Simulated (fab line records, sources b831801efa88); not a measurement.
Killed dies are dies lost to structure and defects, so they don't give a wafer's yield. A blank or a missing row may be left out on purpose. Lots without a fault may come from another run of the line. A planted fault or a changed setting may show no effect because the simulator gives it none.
Problem report in the 8D (eight disciplines) form, filled by code | flow gf180mcu | the parts of the form that need people (team, actions taken, sign-off) are left out

1. THE PROBLEM
bias_w at GF_V2_ETCH_17 reads a mean of 1296 W on 6 wafers of 2 lots; wafers without a fault read 1200 W with a standard deviation of 3.5. That is +27 standard deviations from the usual mean.
The step: etches SiO2 in C4F8/O2/Ar, stops on TiN, target depth 630 nm.
First seen on wafer L880.1, day 23 22:00, on rie_diel-01. The record holds 35 wafers of 12 lots with a number at this step. Rule for "out", or "out of limits": more than 4 standard deviations from the usual mean. The other wafers with a number count as sound.

2. WHAT IT IS AND WHAT IT IS NOT
question                    | is                     | is not
which readings at this step | bias_w                 | oes_product_au
which lots                  | L880, L881             | L872, L873, L874, L876, L877, L887, L888, L889, L890, L893
which wafers of those lots  | all that have a number | -
read on which tools         | rie_diel-01            | rie_diel-02, rie_diel-04
when                        | from day 23 22:00      | up to then (14 sound wafers); but 15 sound wafers of L887, L888, L889, L890, L893 came after

3. SUSPECTS, AND WHAT RULES EACH OUT
Counting: a tool at a process step up to the reading stays a suspect if it ran every lot that is out and no sound lot after the first of them.
- plasma_asher-03 at GF_M2_STRIP_17 (strips in O2/N2): ruled out as a lasting fault. Sound lots L890, L893 ran on it after its first lot that is out, L880 (day 22 23:02).
- rie_diel-01 at GF_V2_ETCH_17 (etches SiO2 in C4F8/O2/Ar, stops on TiN, target depth 630 nm): ruled out as a lasting fault. Sound lots L888 ran on it after its first lot that is out, L880 (day 23 22:00).
Left after counting: nothing in the record.

4. THE CAUSE (what the simulator had put in)
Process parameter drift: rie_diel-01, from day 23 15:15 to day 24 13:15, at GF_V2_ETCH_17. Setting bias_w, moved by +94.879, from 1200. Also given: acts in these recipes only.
Counting ruled it out, wrongly.

5. THE CHAIN OF EFFECTS, in route order
Each row: a reading whose mean over the struck wafers that have a number lies more than 3 standard deviations from the usual. Only readings for which the record gives a usual standard deviation are gone through. hours: the time from each lot's start at the first step in this table that gives one to its start at this step, as a median over the lots. sigmas: the change in usual standard deviations.
hours | step          | reading | usual  | on struck wafers | change | sigmas
0     | GF_V2_ETCH_17 | bias_w  | 1200 W | 1296             | +96    | +27
The process steps in it:
- GF_V2_ETCH_17: etches SiO2 in C4F8/O2/Ar, stops on TiN, target depth 630 nm.

6. WHAT WOULD HAVE CAUGHT IT SOONER
In this record the first reading out of limits was taken at day 23 22:00, 7 hours after the fault began at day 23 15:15.
